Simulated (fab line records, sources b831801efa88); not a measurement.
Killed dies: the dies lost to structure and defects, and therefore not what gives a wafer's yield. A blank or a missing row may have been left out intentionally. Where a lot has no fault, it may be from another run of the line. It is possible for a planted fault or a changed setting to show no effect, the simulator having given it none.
Which tool was responsible?    flow gf180mcu    13 lots with 39 wafers sampled at 4 steps, on a route of 602 steps

## WHAT EACH GAUGE READ, for each wafer
GF_PASSIVATION_BOW_MEAS_14. Usual: PASSIVATION_BOW 138 um, standard deviation 9.6.
lot   measured      on             PASSIVATION_BOW (um)  flag
L266  day 29 06:46  film_metro-02  136 147 136           
L267  day 29 07:42  film_metro-02  134 128 143           
L268  day 29 16:09  film_metro-02  152 155 142           
L269  day 30 07:11  film_metro-01  142 159 143           
L273  day 31 00:59  film_metro-01  112 128 126           
L274  day 31 07:04  film_metro-02  150 152 142           
L277  day 32 10:00  film_metro-02  161 140 160           
L282  day 33 10:55  film_metro-04  142 138 144           
L284  day 33 23:25  film_metro-04  127 136 138           
L285  day 34 07:35  film_metro-02  122 127 132           
L287  day 34 16:35  film_metro-01  130 126 130           
L288  day 34 17:50  film_metro-01  145 135 134           
L289  day 34 21:51  film_metro-01  151 146 132           

## EACH LOT AND THE TOOL THAT RAN IT (in order: tool; ch and the chambers of the sampled wafers; start)
lot   GF_V3_CVD_23                   GF_M4_SPUTTER_02              GF_MIM_SPUTTER_03
L266  cvd_w-01 ch 0, day 22 16:08    pvd_sputter-01, day 22 16:58  pvd_sputter-02, day 24 17:10
L267  cvd_w-01 ch 0,1, day 22 18:51  pvd_sputter-02, day 22 19:37  pvd_sputter-04, day 24 19:43
L268  cvd_w-01 ch 0, day 23 04:14    pvd_sputter-04, day 23 04:58  pvd_sputter-02, day 25 04:05
L269  cvd_w-02 ch 0,1, day 23 22:06  pvd_sputter-04, day 23 22:50  pvd_sputter-04, day 25 21:36
L273  cvd_w-02 ch 0,1, day 24 21:59  pvd_sputter-02, day 24 22:43  pvd_sputter-04, day 26 19:46
L274  cvd_w-01 ch 0,1, day 25 02:56  pvd_sputter-04, day 25 03:40  pvd_sputter-04, day 26 23:35
L277  cvd_w-02 ch 0,1, day 26 10:45  pvd_sputter-04, day 26 11:26  pvd_sputter-02, day 28 07:29
L282  cvd_w-02 ch 0,1, day 27 18:08  pvd_sputter-04, day 27 18:52  pvd_sputter-04, day 29 13:01
L284  cvd_w-01 ch 0,1, day 28 10:49  pvd_sputter-02, day 28 11:32  pvd_sputter-04, day 30 05:24
L285  cvd_w-01 ch 0,1, day 28 19:53  pvd_sputter-01, day 28 20:36  pvd_sputter-02, day 30 13:41
L287  cvd_w-01 ch 0,1, day 29 08:01  pvd_sputter-02, day 29 09:02  pvd_sputter-03, day 31 01:17
L288  cvd_w-01 ch 0,1, day 29 09:11  pvd_sputter-02, day 29 10:07  pvd_sputter-03, day 31 02:23
L289  cvd_w-01 ch 0,1, day 29 15:24  pvd_sputter-02, day 29 16:05  pvd_sputter-04, day 31 07:38
- GF_V3_CVD_23: deposits W, target thk 350 nm, time 104.9 s.
- GF_M4_SPUTTER_02: material AlCu, target thk 450 nm, time 23.9 s.
- GF_MIM_SPUTTER_03: material Ti, target thk 10 nm, time 6.7 s.

## AS READ BY THE TOOLS THEMSELVES (means over the sampled wafers that have a number; for cases with no such wafer, the mark the record gives instead)
GF_V3_CVD_23. Usual: heater_power_w at 780 W, with a standard deviation of 72.
lot   tool      heater_power_w (W)  flag
L266  cvd_w-01  738                 
L267  cvd_w-01  739                 
L268  cvd_w-01  733                 
L269  cvd_w-02  825                 
L273  cvd_w-02  875                 
L274  cvd_w-01  737                 
L277  cvd_w-02  880                 
L282  cvd_w-02  888                 
L284  cvd_w-01  733                 
L285  cvd_w-01  732                 
L287  cvd_w-01  738                 
L288  cvd_w-01  745                 
L289  cvd_w-01  735                 

GF_M4_SPUTTER_02. Usual: cathode_dc_power_W 10600 W, standard deviation 1.7; throttle_valve_pct 29.9 %, standard deviation 0.87.
lot   tool            cathode_dc_power_W (W)  throttle_valve_pct (%)  flag
L266  pvd_sputter-01  10600                   29.8                    
L267  pvd_sputter-02  10600                   29.7                    
L268  pvd_sputter-04  10600                   30.0                    
L269  pvd_sputter-04  10601                   30.3                    
L273  pvd_sputter-02  10600                   29.9                    
L274  pvd_sputter-04  10600                   29.3                    
L277  pvd_sputter-04  10598                   29.1                    
L282  pvd_sputter-04  10600                   29.5                    
L284  pvd_sputter-02  10599                   30.1                    
L285  pvd_sputter-01  10598                   29.8                    
L287  pvd_sputter-02  10600                   29.7                    
L288  pvd_sputter-02  10599                   30.2                    
L289  pvd_sputter-02  10598                   29.9                    

GF_MIM_SPUTTER_03. Usual: cathode_dc_power_W 3000.0 W, standard deviation 0.53; throttle_valve_pct 29.8 %, standard deviation 0.96.
lot   tool            cathode_dc_power_W (W)  throttle_valve_pct (%)  flag
L266  pvd_sputter-02  3000.1                  30.1                    
L267  pvd_sputter-04  2999.9                  30.0                    
L268  pvd_sputter-02  3000.0                  29.8                    
L269  pvd_sputter-04  3000.2                  28.4                    
L273  pvd_sputter-04  3000.0                  29.5                    
L274  pvd_sputter-04  3000.0                  29.9                    
L277  pvd_sputter-02  2999.9                  30.1                    
L282  pvd_sputter-04  3000.2                  29.2                    
L284  pvd_sputter-04  2999.8                  29.4                    
L285  pvd_sputter-02  3000.0                  30.1                    
L287  pvd_sputter-03  2999.4                  29.8                    
L288  pvd_sputter-03  3000.3                  29.9                    
L289  pvd_sputter-04  3000.3                  30.2                    

## THE ANSWER, worked out from the rows above alone
Rule: lot off if the mean of its wafers having a number is beyond 3 standard deviations from the usual mean. Also off: a lot with no number at a reading for which 4 or more lots have one. All remaining lots with rows at the step are treated as sound. The gauges are gone through in route order, then the tools' own readings, and for those a lot's mean is taken as printed above. The first step at which some lot is off is used, and at that step the reading that is off furthest; a lot without a number counts as furthest.
Across all readings shown, no lot is off: no conclusion can be drawn from this.

## WHAT HAD BEEN PUT IN BY THE SIMULATOR
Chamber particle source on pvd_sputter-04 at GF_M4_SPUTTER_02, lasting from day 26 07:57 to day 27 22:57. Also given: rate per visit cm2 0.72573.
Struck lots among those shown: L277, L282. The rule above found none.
